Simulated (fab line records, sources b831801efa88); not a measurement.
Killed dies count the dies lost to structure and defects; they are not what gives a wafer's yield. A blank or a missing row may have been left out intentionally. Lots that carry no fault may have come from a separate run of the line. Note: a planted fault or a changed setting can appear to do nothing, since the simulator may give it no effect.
The tool behind it: which one? ; flow sky130 ; 39 wafers from 13 lots sampled at 4 of the route's 708 steps

## WHAT EACH GAUGE READ, for each wafer
SKY_FIELD_ISO_THK_MEAS_25. Usual: FIELD_ISO_CVD_24_THK gives 594 nm (standard deviation 7).
lot;measured;on;FIELD_ISO_CVD_24_THK (nm);flag
L772;day 2 08:48;film_metro-03;581 581 579;
L773;day 2 14:00;film_metro-02;583 581 588;
L774;day 2 16:11;film_metro-01;596 595 595;
L775;day 2 21:50;film_metro-01;601 602 602;
L776;day 3 05:22;film_metro-01;591 583 588;
L778;day 3 13:01;film_metro-02;579 582 586;
L779;day 3 17:56;film_metro-02;585 590 593;
L785;day 5 03:12;film_metro-02;592 590 592;
L790;day 6 07:00;film_metro-03;595 585 592;
L792;day 6 16:00;film_metro-01;589 598 585;
L793;day 6 20:02;film_metro-03;607 602 603;
L794;day 7 03:56;film_metro-01;593 592 596;
L795;day 7 06:38;film_metro-03;590 595 596;

SKY_PWDE_TW_MEAS_10. Usual: PWDE_TW gives 372.7 (standard deviation 1.6).
lot;measured;on;PWDE_TW;flag
L772;day 3 22:52;film_metro-03;370.1 373.1 372.9;
L773;day 4 03:46;film_metro-02;369.3 370.5 370.7;
L774;day 4 04:59;film_metro-02;372.0 372.0 371.6;
L775;day 4 09:57;film_metro-03;372.3 372.1 371.6;
L776;day 4 20:24;film_metro-02;371.6 371.1 371.9;
L778;day 5 03:11;film_metro-04;373.2 371.1 371.1;
L779;day 5 09:54;film_metro-04;374.9 372.9 374.2;
L785;day 6 21:59;film_metro-04;370.7 373.5 371.6;
L790;day 8 05:05;film_metro-03;374.4 374.7 373.4;
L792;day 8 15:58;film_metro-04;373.7 373.2 373.8;
L793;day 8 17:59;film_metro-03;375.0 372.2 373.0;
L794;day 9 03:05;film_metro-04;373.0 372.7 371.8;
L795;day 9 07:50;film_metro-03;374.0 373.4 375.7;

## WHICH TOOL RAN EACH LOT (tool, then ch and the chambers of the sampled wafers, then the start)
lot;SKY_FIELD_ISO_ETCH_15;SKY_FIELD_ISO_WET_ETCH_30
L772;rie_diel-01 ch 0,1,3, day 2 06:02;wet_bench-04 ch 0, day 2 12:06
L773;rie_diel-03 ch 2,3, day 2 10:38;wet_bench-02 ch 0, day 2 16:23
L774;rie_diel-04 ch 0,2, day 2 14:22;wet_bench-02 ch 0, day 2 18:34
L775;rie_diel-03 ch 2,3, day 2 19:59;wet_bench-04 ch 0, day 3 00:12
L776;rie_diel-04 ch 0,1,3, day 3 03:32;wet_bench-01 ch 0, day 3 07:48
L778;rie_diel-04 ch 0,1,3, day 3 11:10;wet_bench-02 ch 1, day 3 15:50
L779;rie_diel-04 ch 1,3, day 3 16:04;wet_bench-02 ch 0, day 3 21:12
L785;rie_diel-03 ch 0,1,3, day 5 00:38;wet_bench-01 ch 0, day 5 05:35
L790;rie_diel-04 ch 0,1,3, day 6 04:07;wet_bench-01 ch 1, day 6 10:37
L792;rie_diel-01 ch 0,3, day 6 12:19;wet_bench-01 ch 0, day 6 20:57
L793;rie_diel-03 ch 0,2,3, day 6 18:10;wet_bench-04 ch 2, day 6 22:28
L794;rie_diel-04 ch 0,2,3, day 7 01:40;wet_bench-01 ch 2, day 7 06:32
L795;rie_diel-03 ch 0,1,2, day 7 04:47;wet_bench-02 ch 0, day 7 11:44
- SKY_FIELD_ISO_ETCH_15: etches the open film in CHF3/O2, stops on Si, target depth 180 nm, time 72 s.
- SKY_FIELD_ISO_WET_ETCH_30: etches SiO2 in dHF, target depth 25 nm, time 50 s.

## AS READ BY THE TOOLS THEMSELVES (means over the sampled wafers that have a number; for cases with no such wafer, the mark the record gives instead)
SKY_FIELD_ISO_ETCH_15. Usual: drypump_motor_current_A 5.8 A, standard deviation 0.45; oes_product_au 0.941 a.u., standard deviation 0.0087; throttle_valve_pct 8.841 %, standard deviation 0.01.
lot;tool;drypump_motor_current_A (A);oes_product_au (a.u.);throttle_valve_pct (%);flag
L772;rie_diel-01;6.2;0.934;8.846;
L773;rie_diel-03;5.5;0.960;8.846;
L774;rie_diel-04;5.4;0.940;8.849;
L775;rie_diel-03;5.5;0.953;8.836;
L776;rie_diel-04;5.8;0.942;8.844;
L778;rie_diel-04;5.8;0.950;8.851;
L779;rie_diel-04;6.1;0.944;8.847;
L785;rie_diel-03;5.9;0.939;8.837;
L790;rie_diel-04;5.8;0.930;8.836;
L792;rie_diel-01;6.2;0.930;8.845;
L793;rie_diel-03;5.7;0.931;8.849;
L794;rie_diel-04;5.8;0.934;8.839;
L795;rie_diel-03;5.8;0.940;8.837;

SKY_FIELD_ISO_WET_ETCH_30. Usual: bath_heat_duty_pct 5.8 %, standard deviation 0.71; temp_c 24.98 C, standard deviation 0.1.
lot;tool;bath_heat_duty_pct (%);temp_c (C);flag
L772;wet_bench-04;6.5;25.02;
L773;wet_bench-02;5.7;24.95;
L774;wet_bench-02;5.8;25.03;
L775;wet_bench-04;5.3;25.02;
L776;wet_bench-01;6.0;25.08;
L778;wet_bench-02;31.2;42.15;OFF
L779;wet_bench-02;27.9;42.25;OFF
L785;wet_bench-01;5.8;25.18;
L790;wet_bench-01;6.1;25.06;
L792;wet_bench-01;5.8;24.83;
L793;wet_bench-04;6.4;24.92;
L794;wet_bench-01;6.4;24.98;
L795;wet_bench-02;5.3;25.15;

## THE ANSWER, worked out from the rows above alone
Rule: a lot counts as off when the mean over its wafers that have a number is more than 3 standard deviations away from the usual mean. A lot without any number at a reading at which 4 lots or more have one is off too. All remaining lots with rows at the step are treated as sound. After the gauges, taken in route order, come the tools' own readings; for these a lot's mean is taken, as printed above. At the first step where some lot is off, the reading lying furthest off is the one used; lots without a number count as furthest.
Off at SKY_FIELD_ISO_WET_ETCH_30 (temp_c): L778, L779.
If a tool, at that step or one of the process steps before it, ran each lot that is off and ran no sound lot following the first of them, it fits. Of those tried, none fits.

## WHAT THE SIMULATOR PUT IN
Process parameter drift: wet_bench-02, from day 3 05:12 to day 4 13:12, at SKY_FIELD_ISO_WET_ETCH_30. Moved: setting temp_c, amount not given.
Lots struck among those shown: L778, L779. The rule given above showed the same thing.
